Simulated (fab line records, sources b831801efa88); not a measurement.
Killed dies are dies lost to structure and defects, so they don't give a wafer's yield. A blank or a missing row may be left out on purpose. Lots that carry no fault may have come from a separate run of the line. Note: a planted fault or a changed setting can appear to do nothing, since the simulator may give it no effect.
Problem report in the 8D (eight disciplines) form, filled by code || flow sfq_line || the parts of the form that need people (team, actions taken, sign-off) are left out

## 1. PROBLEM STATEMENT
Across 4 wafers from 2 lots, R5_MONX_RS at SFQ_R5_RS_MEAS_933 averages 4.41 ohm/sq, while fault-free wafers read 7.03 ohm/sq with a standard deviation of 0.072. Relative to the usual mean, that is a shift of -36 standard deviations.
The step: measures by four-point-probe.
Seen first at day 61 03:35 on film_metro-03, wafer L999.5. Wafers with a number at this step in the record: 18, from 6 lots. Rule for "out", or "out of limits": more than 4 standard deviations from the usual mean. All remaining wafers that have a number are taken as sound.

## 2. WHAT IT IS, WHAT IT ISN'T
{"question": "which readings at this step", "is": "R5_MONX_RS", "is not": "-"}
{"question": "which lots", "is": "L100, L999", "is not": "L102, L104, L108, L989"}
{"question": "which wafers of those lots", "is": "L100.5, L100.6, L999.5, L999.6", "is not": "L100.2, L999.3"}
{"question": "read on which gauges", "is": "film_metro-03, film_metro-04", "is not": "film_metro-01"}
{"question": "when", "is": "from day 61 03:35", "is not": "up to then (4 sound wafers); but 10 sound wafers of L100, L102, L104, L108 came after"}

## 3. THE SUSPECTS, EACH WITH WHAT RULES IT OUT
Counting: a tool at a process step up to the reading stays a suspect if it ran every lot that is out. Sound lots after the first of them don't rule it out here, since some wafers of a struck lot are sound.
- the gauge at SFQ_R5_RS_MEAS_933: ruled out. 2 gauges (film_metro-03, film_metro-04) read the wafers that are out.
- pvd_sputter-03 at SFQ_TRILAYER_R5_DEP_SPUTTER_132 (material Ti, target thk 5 nm, time 5 s): kept. It ran every lot that is out, first L999 (day 61 03:28).
- pvd_sputter-03 at SFQ_TRILAYER_R5_DEP_SPUTTER_133 (material MoNx, target thk 40 nm, time 66.7 s): kept. It ran every lot that is out, first L999 (day 61 03:29).
- pvd_sputter-03 at SFQ_TRILAYER_R5_DEP_SPUTTER_134 (material Ti, target thk 5 nm, time 5 s): kept. It ran every lot that is out, first L999 (day 61 03:32).
The count leaves pvd_sputter-03 at SFQ_TRILAYER_R5_DEP_SPUTTER_132, pvd_sputter-03 at SFQ_TRILAYER_R5_DEP_SPUTTER_133, and pvd_sputter-03 at SFQ_TRILAYER_R5_DEP_SPUTTER_134.

## 4. THE CAUSE (what the simulator had put in)
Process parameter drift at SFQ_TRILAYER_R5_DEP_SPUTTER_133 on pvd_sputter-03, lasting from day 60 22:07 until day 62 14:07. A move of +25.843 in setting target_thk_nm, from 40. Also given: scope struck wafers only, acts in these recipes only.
Counting left 3 suspects, and this tool is among them.

## 5. SEQUENCE OF EFFECTS, ordered by route
Each row: a reading where the mean over the struck wafers with a number is more than 3 standard deviations away from the usual. Readings are gone through only where the record gives a usual standard deviation; hours: the median, over the lots, of the time from a lot's start at the first step in this table giving one to that lot's start at this step; sigmas: the change measured in usual standard deviations.
{"hours": 0, "step": "SFQ_R5_RS_MEAS_933", "reading": "R5_MONX_RS", "usual": "7.03 ohm/sq", "on struck wafers": 4.41, "change": -2.62, "sigmas": -36}
{"hours": 2, "step": "SFQ_R5_THK_MEAS_934", "reading": "R5_MONX_THK", "usual": "39.8 nm", "on struck wafers": 64.7, "change": "+24.9", "sigmas": "+51"}
Later measuring or inspecting steps at which every struck wafer that the step has a row for has a number for every such reading, and none has moved that far: SFQ_R5_OVL_MEAS_935, SFQ_I5_OVL_MEAS_936, SFQ_M8_BOW_MEAS_951.

## 6. WHAT WOULD HAVE CAUGHT IT SOONER
Counted from the fault's start at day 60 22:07, it took 5 hours until the first out-of-limits reading at a measuring or inspecting step in this record, taken at day 61 03:35.
An alarm limit of 4 standard deviations would not have fired on the tool readings at SFQ_TRILAYER_R5_DEP_SPUTTER_133 for which the record gives a usual standard deviation, since none of them was out on any struck wafer.
Lots out: 2; of these, L100 started SFQ_TRILAYER_R5_DEP_SPUTTER_133 on pvd_sputter-03 after day 61 03:35. Holding the tool at that time would have saved it.
